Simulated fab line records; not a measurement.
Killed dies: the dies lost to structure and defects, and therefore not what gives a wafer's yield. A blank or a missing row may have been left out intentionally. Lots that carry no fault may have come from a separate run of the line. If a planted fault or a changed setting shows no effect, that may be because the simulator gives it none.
Matching of chambers || flow sfqLine || SFQ_TRILAYER_A5B_CMP_CMP_130 on cmp-02: 4 sister chambers
The step polishes, stops on Nb, target thk 340.7 nm. 4 wafers are shown with their chamber, then 8 later ones without.

EACH WAFER AND ITS CHAMBER
{"wafer": "L676.3", "chamber": 1, "motorCurrentA (A)": 10.2}
{"wafer": "L689.1", "chamber": 3, "motorCurrentA (A)": 10.7}
{"wafer": "L689.4", "chamber": 0, "motorCurrentA (A)": 11.4}
{"wafer": "L690.2", "chamber": 2, "motorCurrentA (A)": 10.1}

WAFERS MISSING THEIR CHAMBER
{"wafer": "L690.3", "motorCurrentA (A)": 9.8}
{"wafer": "L690.4", "motorCurrentA (A)": 11.6}
{"wafer": "L692.2", "motorCurrentA (A)": 9.9}
{"wafer": "L692.3", "motorCurrentA (A)": 11.4}
{"wafer": "L692.4", "motorCurrentA (A)": 10.1}
{"wafer": "L694.3", "motorCurrentA (A)": 11.3}
{"wafer": "L694.2", "motorCurrentA (A)": 10.2}
{"wafer": "L694.5", "motorCurrentA (A)": 11.1}

THE CHAMBER EACH PASSED THROUGH
{"wafer": "L690.3", "from the rows above": "can't be placed: 2 or 1", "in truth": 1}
{"wafer": "L690.4", "from the rows above": 0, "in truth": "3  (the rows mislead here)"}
{"wafer": "L692.2", "from the rows above": "can't be placed: 2 or 1", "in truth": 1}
{"wafer": "L692.3", "from the rows above": 0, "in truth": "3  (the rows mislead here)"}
{"wafer": "L692.4", "from the rows above": "can't be placed: 2 or 1", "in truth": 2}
{"wafer": "L694.3", "from the rows above": 0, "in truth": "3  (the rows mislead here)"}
{"wafer": "L694.2", "from the rows above": "can't be placed: 1 or 2", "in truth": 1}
{"wafer": "L694.5", "from the rows above": "can't be placed: 0 or 3", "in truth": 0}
Placed correctly: 0 of 8. Unplaceable from these rows: 5, with the true chamber sitting among the candidates in 5. Placed wrongly: 3.
How it was worked out, from the rows above alone: a wafer's distance from a chamber is the root of the sum, over the readings, of the square of ((its reading less the chamber's mean) divided by the reading's scatter). The wafer belongs to the nearest chamber; if the next one is less than 2 further off, it can't be placed. The mean given for a chamber averages the wafers shown for that chamber. The scatter: root of mean squared gap, hidden wafer to nearest shown wafer, with one shown wafer a chamber.
